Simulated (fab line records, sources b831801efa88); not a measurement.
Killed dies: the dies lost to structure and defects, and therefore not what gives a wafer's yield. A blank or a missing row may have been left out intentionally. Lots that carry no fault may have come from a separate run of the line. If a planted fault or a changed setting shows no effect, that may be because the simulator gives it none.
Which tool is to blame?	flow sky130	11 lots, 33 wafers sampled, at 1 step of a route of 708

== WHAT EACH GAUGE READ, for each wafer ==
SKY_CAPM_THK_MEAS_01.
lot	measured	on	CAPM_CVD_00_THK (nm)
L595	day 36 03:54	film metro-03	15.82 15.28 15.60
L597	day 36 23:46	film metro-03	15.14 14.93 15.62
L603	day 39 02:01	film metro-03	15.22 15.48 16.03
L605	day 39 14:28	film metro-03	15.23 15.74 15.49
L607	day 40 00:52	film metro-03	15.38 15.19 15.42
L606	day 40 01:52	film metro-03	15.85 15.32 15.98
L608	day 40 12:30	film metro-04	15.60 15.61 15.44
L613	day 42 00:50	film metro-03	15.25 15.83 15.93
L615	day 43 04:37	film metro-03	15.55 15.50 15.66
L618	day 43 15:56	film metro-01	15.57 15.64 15.52
L617	day 43 17:39	film metro-03	15.19 15.55 15.52

== WHAT TOOL EACH LOT RAN ON (gives the tool, then ch and the chambers of the sampled wafers, and finally the start) ==
Record: no process step prior to these readings.

== THE ANSWER, worked out from the rows above alone ==
Rule: usual is defined by the lots themselves. The widest of any qualifying gaps counts: lots, ordered by their means at a reading, are off when they make up no more than a third of the lots, leave a main group of 4 or more, and stand apart from it by 3 or more times the standard deviation of that group's means. A main group whose means are all the same, to the digits that the tables above print for the reading, isn't used. Also off: a lot with no number at a reading for which 4 or more lots have one. All remaining lots with rows at the step are treated as sound.
Across all readings shown, no lot is off: no conclusion can be drawn from this.

== WHAT THE SIMULATOR HAD INSERTED ==
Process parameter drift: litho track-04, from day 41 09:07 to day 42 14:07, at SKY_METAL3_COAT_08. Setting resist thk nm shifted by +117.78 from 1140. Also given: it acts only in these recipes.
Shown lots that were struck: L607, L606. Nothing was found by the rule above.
